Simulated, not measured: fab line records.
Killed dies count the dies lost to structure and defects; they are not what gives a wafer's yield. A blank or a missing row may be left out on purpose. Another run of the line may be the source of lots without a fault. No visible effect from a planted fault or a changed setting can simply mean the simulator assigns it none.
A lot that was struck, set against a sound lot || flow sky130 || 26 out of 708 route steps
Sound: wafers L447.3, L447.5, L447.6. The struck wafers were L434.4, L434.5, L434.6. The cause is given at the end.
Each step with rows lists, per side, the tool, then ch with its chambers, then its first start. Under that, the readings that differ: sound wafers || struck wafers || difference of the means || sigmas: that difference in standard deviations of wafers without a fault.
alike: a reading whose means differ by less than 2 such deviations, as well as words and numbers matching on both sides. not compared: withheld readings; readings where some wafer has no value; bounds like >300 that might hide an equal value; numbers whose values overlap and for which the record gives no deviation.
The two part at a step that has a row with sigmas, a row that says differs or no value, or rows on one side only. Numbers that don't overlap but have no deviation are shown without sigmas and don't part them. A reading missing from all wafers of one side parts the sides only when that side holds two or more wafers.

first, 6 steps without rows for these wafers: SKY_SD_N_IMPLANT_10; SKY_SD_N_STRIP_11 (strips in O2/N2); SKY_SD_N_CLEAN_13 (cleans in SC1/SC2, time 150 s); SKY_SD_N_RTA_14 (time 2 s); SKY_SALICIDE_CLEAN_00 (cleans in HF-last, time 30 s); SKY_LI_CONTACT_HDPCVD_00 (deposits PSG, target thk 930 nm, time 155 s).
SKY_LI_CONTACT_CMP_02: polishes PSG.
  sound on cmp-02 ch 1,2, day 34 15:38; struck on cmp-01 ch 0,1,3, day 30 03:41
{"reading": "time_to_endpoint_s (s)", "sound": "32 34 31", "struck": "40 41 42", "difference": "+9", "sigmas": "+2"}
{"reading": "model.PSG_of_LI_CONTACT_HDPCVD_00.thk_nm (nm)", "sound": "606.3 608.4 605.5", "struck": "706.3 709.5 710.1", "difference": "+101.9", "sigmas": ""}
  alike: motor_current_A
then, 9 steps without rows for these wafers: SKY_LI_CONTACT_DEHYDRATE_04 (time 60 s); SKY_LI_CONTACT_HMDS_05 (prime time 60 s); SKY_LI_CONTACT_COAT_06 (resist thk 60 nm); SKY_LI_CONTACT_COAT_07 (resist thk 450 nm); SKY_LI_CONTACT_SOFTBAKE_08 (time 90 s); SKY_LI_CONTACT_EXPOSE_09 (exposes mask LICM1, target cd 170 nm); SKY_LI_CONTACT_PEB_10; SKY_LI_CONTACT_DEVELOP_11 (develop time 60 s); SKY_LI_CONTACT_ETCH_14 (etches BARC in N2/H2, stops on SiO2, time 45.9 s, target depth 60 nm).
SKY_LI_CONTACT_ETCH_15: etches PSG in C4F8/O2/Ar, stops on Si, target depth 600 nm.
  sound on rie_diel-03 ch 0,1, day 35 19:07; struck on rie_diel-03 ch 0,1,3, day 31 08:22
{"reading": "oes_product_au (a.u.)", "sound": "0.847 0.850 0.846", "struck": "0.916 0.918 0.925", "difference": "+0.072", "sigmas": "+15"}
{"reading": "model.LI_CONTACT.feature_depth_nm (nm)", "sound": "606.3 608.4 605.6", "struck": "706.3 709.5 710.1", "difference": "+101.9", "sigmas": ""}
{"reading": "model.etch.depth_nm (nm)", "sound": "606.3 608.4 605.5", "struck": "706.3 709.5 710.1", "difference": "+101.9", "sigmas": ""}
then, 6 steps without rows for these wafers: SKY_LI_CONTACT_STRIP_16 (strips in O2/N2); SKY_LI_CONTACT_CLEAN_17 (cleans in NMP, time 600 s); SKY_LI_CONTACT_PRE_CLEAN_18 (time 5.6 s); SKY_LI_CONTACT_SPUTTER_19 (material Ti, target thk 20 nm, time 106.37 s); SKY_LI_CONTACT_SPUTTER_20 (material TiN, target thk 20 nm, time 80 s); SKY_LI_CONTACT_CVD_21 (deposits W, target thk 400 nm, time 120.56 s).
SKY_LI_CONTACT_CMP_24: polishes, stops on PSG, t overpolish 20 s, target thk 0 nm.
  sound on cmp-01 ch 0,1,3, day 35 20:05; struck on cmp-01 ch 0,1, day 31 09:11
{"reading": "model.PSG_of_LI_CONTACT_HDPCVD_00.thk_nm (nm)", "sound": "596.9 599 596.1", "struck": "696.8 700.1 700.6", "difference": "+101.8", "sigmas": ""}
  alike: motor_current_A
then, 1 step without rows for these wafers: SKY_LOCAL_INTERCONNECT_SPUTTER_00 (material TiN, target thk 100 nm, time 83.3 s).
-- the record jumps here: 16 days lie between the struck wafers' starts before and after (it left off in module LOCAL_INTERCONNECT and takes up again in module PAD_OPEN, whose first step shown is number 708 of the route) --
SKY_PAD_OPEN_PROBE_99:
  struck on prober-02, day 47 12:21; sound on prober-02, day 50 09:16
{"reading": "model.etest.licon_pdiff.rc_ohm", "sound": "604.4 593.4 607.1", "struck": "656 650.3 629", "difference": "+43", "sigmas": ""}
{"reading": "model.etest.nfet_01v8.r_on_ohm_um", "sound": "854.6 855.6 849.8", "struck": "859.6 867.9 879.9", "difference": "+15.8", "sigmas": ""}
{"reading": "model.etest.licon_ndiff.rc_ohm", "sound": "188.6 191.2 186.1", "struck": "211.5 210.6 205.2", "difference": "+20.5", "sigmas": ""}
{"reading": "model.etest.sonos_uncharged.r_on_ohm_um", "sound": "792.8 782.4 794", "struck": "815 806.2 815.9", "difference": "+23", "sigmas": ""}
{"reading": "model.etest.cap_li_to_poly.c_af_um2", "sound": "97.59 100.3 100.9", "struck": "78.19 75.45 77.49", "difference": -22.55, "sigmas": ""}
{"reading": "model.etest.licon_poly.rc_ohm", "sound": "150.6 155.4 154.7", "struck": "162.5 165.3 158.8", "difference": "+8.6", "sigmas": ""}
  alike: killed_at_M0_to_M3, killed_at_M4_up, killed_at_contacts, killed_at_front_end, killed_at_other, killed_dies, killed_open, killed_short
  not compared: model.etest.nfet_g5v0d10v5.r_on_ohm_um, model.etest.licon_high_po.rc_ohm

## WHERE THEY PART
At SKY_LI_CONTACT_CMP_02 first; at SKY_LI_CONTACT_ETCH_15 last (within this record only). Later steps at which nothing parts them and some readings are alike: SKY_LI_CONTACT_CMP_24, SKY_PAD_OPEN_PROBE_99.

WHY: the cause the simulator had injected
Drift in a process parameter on cmp-01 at SKY_LI_CONTACT_CMP_02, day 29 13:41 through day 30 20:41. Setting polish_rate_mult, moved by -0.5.
